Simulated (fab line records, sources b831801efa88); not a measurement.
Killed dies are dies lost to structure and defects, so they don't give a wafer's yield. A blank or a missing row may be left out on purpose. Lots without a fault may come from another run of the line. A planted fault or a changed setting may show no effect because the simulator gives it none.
A struck lot beside a sound one | flow sky130 | 17 steps out of a route of 708
Sound: wafers L201.3, L201.5, L201.6. Struck: wafers L214.3, L214.5, L214.6. The cause comes at the end.
At each step with rows: each side's tool, then ch and its chambers, then its first start. Under that, the readings that differ: sound wafers | struck wafers | difference of the means | sigmas: that difference in standard deviations of wafers without a fault.
alike: readings whose means differ by less than 2 such deviations, and words and numbers that are the same on both sides. not compared: withheld readings, readings that some wafer has no value for, bounds like >300 that may hide the same value, and numbers for which the record gives no deviation and whose values overlap.
The two part at a step that has a row with sigmas, a row that says differs or no value, or rows on one side only. Numbers that don't overlap but have no deviation are shown without sigmas and don't part them. A reading that every wafer of one side lacks parts them only if that side has two wafers or more.

first, 5 steps without rows for these wafers: SKY_SD_N_COAT_02 (resist thk 1140 nm); SKY_SD_N_SOFTBAKE_03 (time 60 s); SKY_SD_N_EXPOSE_04 (exposes mask NSDM, target cd 380 nm); SKY_SD_N_PEB_05; SKY_SD_N_DEVELOP_06 (develop time 60 s).
SKY_SD_N_CD_MEAS_07: target cd 380 nm.
  sound on cd_sem-01, day 28 04:56; struck on cd_sem-01, day 32 18:50
  alike: cd_nm
SKY_SD_N_OVL_MEAS_08:
  sound on overlay-01, day 28 05:01; struck on overlay-01, day 32 18:56
  alike: SD_N_OVL
then, 2 steps without rows for these wafers: SKY_SD_N_IMPLANT_09; SKY_SD_N_IMPLANT_10.
SKY_SD_N_STRIP_11: strips in O2/N2.
  sound on plasma_asher-01 ch 0,1, day 28 05:23; struck on plasma_asher-01 ch 0,1, day 32 19:17
  reading                      | sound             | struck            | difference | sigmas
  strip_time_to_endpoint_s (s) | 22.52 22.50 22.48 | 22.60 22.61 22.59 | +0.10      | +3
  alike: drypump_motor_current_A, oes_product_au
  not compared: rf_hours_counter_h
SKY_SD_N_TW_MEAS_12:
  sound on film_metro-01, day 28 05:28; struck on film_metro-02, day 32 19:22
  alike: SD_N_TW
then, 1 step without rows for these wafers: SKY_SD_N_CLEAN_13 (cleans in SC1/SC2, time 150 s).
SKY_SD_N_RTA_14: time 2 s.
  sound on rtp_anneal-01 ch 0, day 28 05:35; struck on rtp_anneal-02 ch 0, day 32 19:29
  reading            | sound                | struck               | difference | sigmas
  lamp_power_pct (%) | 15.80 15.81 15.72    | 15.20 15.25 15.28    | -0.53      | -10
  wafer_temp_C_max   | 1075.2 1076.9 1076.5 | 1056.9 1056.5 1056.8 | -19.5      | -16
SKY_SD_N_RS_MEAS_16: measures by four-point-probe.
  sound on film_metro-02, day 28 05:46; struck on film_metro-01, day 32 19:40
  reading          | sound             | struck            | difference | sigmas
  SD_N_RS (ohm/sq) | 68.65 68.72 68.64 | 71.69 71.65 71.72 | +3.02      | +27
SKY_SD_N_RS_MEAS_17: measures by four-point-probe.
  sound on film_metro-02, day 28 05:53; struck on film_metro-01, day 32 19:47
  reading          | sound             | struck            | difference | sigmas
  SD_P_RS (ohm/sq) | 146.8 147.1 146.8 | 165.5 165.1 165.7 | +18.5      | +51
SKY_SD_N_RS_MEAS_18: measures by four-point-probe.
  sound on film_metro-02, day 28 06:01; struck on film_metro-01, day 32 19:55
  reading               | sound             | struck            | difference | sigmas
  RES_XHIGH_RS (ohm/sq) | 333.3 332.3 332.2 | 334.4 336.2 338.0 | +3.6       | +3
-- the record jumps here: 16 days lie between the struck wafers' starts before and after (it left off in module SD_N and takes up again in module PAD_OPEN, whose first step shown is number 708 of the route) --
SKY_PAD_OPEN_PROBE_99:
  sound on prober-01, day 46 04:54; struck on prober-02, day 49 06:33
  reading                                | sound             | struck          | difference | sigmas
  killed_at_front_end                    | 23 22 18          | 11 13 13        | -9         | -2
  model.etest.res_xhigh_po.line_ohm_um   | 5841 5759 5838    | 6568 7094 6692  | +972       |
  model.etest.res_xhigh_po.rs_ohm_sq     | 2056 1968 2056    | 2284 2452 2377  | +344       |
  model.etest.pfet_01v8.r_on_ohm_um      | 2793 2870 2748    | 3074 3052 3119  | +278       |
  model.etest.tip_p.rs_ohm_sq            | 6894 6871 6814    | 6946 6916 6967  | +83        |
  model.etest.res_pdiff.line_ohm_um      | 1379 1408 1379    | 1539 1540 1504  | +139       |
  model.etest.res_high_po.line_ohm_um    | 757.9 750.9 771.8 | 844 867.3 869.4 | +100       |
  model.etest.pfet_g5v0d10v5.r_on_ohm_um | 4746 4801 4675    | 4966 4873 4837  | +151       |
  model.etest.licon_high_po.rc_ohm       | 352.6 348.8 368.7 | 440 456.9 460.5 | +96        |
  alike: killed_at_M0_to_M3, killed_at_M4_up, killed_at_contacts, killed_at_other, killed_dies, killed_open, killed_short

WHERE THEY PART
First at SKY_SD_N_STRIP_11; last, within this record, at SKY_PAD_OPEN_PROBE_99.

WHY: what the simulator had put in
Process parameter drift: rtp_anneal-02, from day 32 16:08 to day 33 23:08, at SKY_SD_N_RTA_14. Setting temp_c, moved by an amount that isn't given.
